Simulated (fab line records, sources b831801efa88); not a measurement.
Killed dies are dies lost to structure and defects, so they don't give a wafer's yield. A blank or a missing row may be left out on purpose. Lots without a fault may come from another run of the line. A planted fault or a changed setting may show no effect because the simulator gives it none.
Split-lot experiment | flow gf180mcu | 5 lots, 23 wafers read, on a route of 602 steps

THE SPLIT
At GF_PSD_COAT_02 (resist thk 1000 nm), the setting resist_thk_nm was moved away from the recipe's 1000 nm on 8 of the 23 wafers read, by -5.5% to +5.5%. The other wafers ran this setting at the recipe's value.

FROM THE SPLIT TO THE READING: what the file shows between them, 4 steps
- GF_PSD_SOFTBAKE_03: time 60 s
- GF_PSD_EXPOSE_04: exposes mask Pplus, target cd 400 nm
- GF_PSD_PEB_05
- GF_PSD_DEVELOP_06: develop time 60 s

THE READING
cd_nm, in nm, at GF_PSD_CD_MEAS_07 (target cd 400 nm). Fault-free wafers of this fab line usually give 400.7 nm, standard deviation 2.3 nm.

wafer  | tool, chamber at the split | resist_thk_nm as run, nm | against the recipe | cd_nm, nm | against lot-mates on the recipe
L074.1 | litho_track-04, 0          | 1000                     | recipe             | 397.1     | -
L074.2 | litho_track-04, 0          | 1000                     | recipe             | 398.2     | -
L074.3 | litho_track-04, 0          | 1000                     | recipe             | 399.3     | -
L074.4 | litho_track-04, 0          | 1000                     | recipe             | 397.8     | -
L074.5 | litho_track-04, 0          | 1000                     | recipe             | 396.2     | -
L077.1 | litho_track-03, 0          | 1055                     | +5.5%              | 391.3     | -4.5
L077.2 | litho_track-03, 0          | 1055                     | +5.5%              | 390.9     | -4.9
L077.4 | litho_track-03, 0          | 1000                     | recipe             | 396.7     | -
L077.5 | litho_track-03, 0          | 1000                     | recipe             | 395.1     | -
L077.6 | litho_track-03, 0          | 1000                     | recipe             | 395.5     | -
L081.1 | litho_track-04, 0          | 944.6                    | -5.5%              | 409.4     | +8.2
L081.2 | litho_track-04, 0          | 1000                     | recipe             | 400.8     | -
L081.3 | litho_track-04, 0          | 944.6                    | -5.5%              | 406.5     | +5.4
L081.5 | litho_track-04, 0          | 944.6                    | -5.5%              | 406.8     | +5.7
L081.6 | litho_track-04, 0          | 1000                     | recipe             | 401.5     | -
L082.2 | litho_track-04, 0          | 1000                     | recipe             | 397.6     | -
L082.3 | litho_track-04, 0          | 1000                     | recipe             | 401.8     | -
L082.5 | litho_track-04, 0          | 1000                     | recipe             | 399.1     | -
L084.1 | litho_track-04, 0          | 1046                     | +4.6%              | 397.0     | -5.5
L084.2 | litho_track-04, 0          | 1046                     | +4.6%              | 397.0     | -5.5
L084.3 | litho_track-04, 0          | 1000                     | recipe             | 401.3     | -
L084.4 | litho_track-04, 0          | 1046                     | +4.6%              | 397.2     | -5.3
L084.5 | litho_track-04, 0          | 1000                     | recipe             | 403.6     | -

THE FIT
A straight line over all 23 wafers: cd_nm changes by -1.2 nm for each +1% of resist_thk_nm; r = -0.82; the points scatter about the line by 2.6 nm.
The same after taking each lot's own level away (the mean of its wafers on the recipe; 23 wafers): -1.08 nm for each +1%; r = -0.95; scatter 1.2 nm.
On that fit, the largest move of resist_thk_nm shifts the reading by 6 nm.
The lots' own levels span 395.77 to 402.45 nm, that is 2.9 times the standard deviation above.
So the lot-to-lot level changes the slope: the two fits differ.
Check: with one of the wafers moved furthest among these (-5.5%) left out of the fit, the line predicts +5.53 nm for it against its lot-mates. It came out at +8.25 nm against them.

THE WHOLE CHAIN: every reading that the file lists as answering this split, in the file's order
step              | what it does       | reading                                                                        | change (the file's fit)              | r (the file's)
GF_PSD_COAT_02    | resist thk 1000 nm | NOVOLAK_of_PSD_COAT_02.thk_nm (the simulator's own value, which no gauge read) | +9.91 nm for each +1% of the setting | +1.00
GF_PSD_CD_MEAS_07 | target cd 400 nm   | cd_nm                                                                          | -1.05 nm for each +1% of the setting | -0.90
GF_PSD_STRIP_10   | strips in O2/N2    | strip_time_to_endpoint_s                                                       | withheld for each +1% of the setting | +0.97

THE FILE'S OWN FIT
cd_nm changes by -1.05 nm for each +1% of resist_thk_nm, r = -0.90.
